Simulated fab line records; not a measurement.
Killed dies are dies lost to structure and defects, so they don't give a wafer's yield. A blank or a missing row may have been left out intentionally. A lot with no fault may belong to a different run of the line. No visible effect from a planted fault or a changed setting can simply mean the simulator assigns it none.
One fault through the eyes of 2 desks + flow sky130 + what lay behind the numbers comes last; until then each desk has only its own

TOOL OWNER'S DESK, litho track-02
The tool's own readings at SKY_LDD_P_COAT_02 (resist thk 1140 nm): means of the sampled wafers that have a number, for each lot that ran on this tool. Any lot whose mean is over 4 standard deviations away from the usual mean is out of limits and marked OUT; that distance is given in the brackets.
Columns: A = exhaust pa at SKY_LDD_P_COAT_02, usual 45.2 Pa; B = spin speed rpm at SKY_LDD_P_COAT_02, usual 2999.9 rpm
| lot  | first seen here | A    | B                        |
|------|-----------------|------|--------------------------|
| L519 | day 18 16:53    | 45.1 | 3001.3                   |
| L520 | day 19 05:35    | 44.5 | 2999.5                   |
| L525 | day 21 01:13    | 45.8 | 3269.9 (+99 or more) OUT |
| L526 | day 21 06:52    | 45.0 | 3269.3 (+99 or more) OUT |
| L534 | day 24 08:59    | 45.1 | 2999.5                   |
| L536 | day 25 03:53    | 45.6 | 3001.2                   |
Finding of this desk: L525, L526 out of limits; the first was L525 at day 21 01:13, on spin speed rpm at SKY_LDD_P_COAT_02. In limits: L519, L520, L534, L536.

FROM THE METROLOGY DESK
What the gauges read, lot by lot, whatever tool the lot ran on: means of the sampled wafers that have a number. Any lot whose mean is over 4 standard deviations away from the usual mean is out of limits and marked OUT; that distance is given in the brackets.
Columns: A = DNWELL_TW at SKY_DNWELL_TW_MEAS_09, usual 1106; B = LDD_P_TW at SKY_LDD_P_TW_MEAS_11, usual 628; C = SPACER_CVD_00_THK at SKY_SPACER_THK_MEAS_01, usual 43.2 nm
| lot  | first seen here | A    | B   | C    |
|------|-----------------|------|-----|------|
| L519 | day 3 11:47     | 1102 | 620 | 43.9 |
| L520 | day 3 17:35     | 1102 | 621 | 43.7 |
| L525 | day 4 17:57     | 1110 | 634 | 43.8 |
| L526 | day 4 21:50     | 1109 | 631 | 43.6 |
| L527 | day 5 03:11     | 1111 | 632 | 43.3 |
| L533 | day 6 16:14     | 1110 | 630 | 42.6 |
| L534 | day 6 21:14     | 1117 | 624 | 42.6 |
| L536 | day 7 09:50     | 1099 | 622 | 43.0 |
| L537 | day 7 11:35     | 1097 | 633 | 42.7 |
| L538 | day 7 15:35     | 1109 | 626 | 42.7 |
| L539 | day 7 21:59     | 1098 | 630 | 41.9 |
| L540 | day 8 07:45     | 1106 | 633 | 42.8 |
Result from this desk: across the 12 lots, nothing is out of limits.

PUT TOGETHER
The tool owner's desk had the chance to raise an alarm at day 21 01:13 on L525, L526.
From the metrology desk's view, nothing was out of limits.
The metrology desk holds a record of L525, L526, inside its limits.
SKY_LDD_P_COAT_02 was run on litho track-02 by each of the lots named.

WHAT THE SIMULATOR PUT IN
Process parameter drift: litho track-02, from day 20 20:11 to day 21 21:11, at SKY_LDD_P_COAT_02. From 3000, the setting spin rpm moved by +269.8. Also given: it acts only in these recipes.
Shown lots that were struck: L525, L526.
Hours from the fault's start to each desk's first reading out of limits: the tool owner's desk, 5.
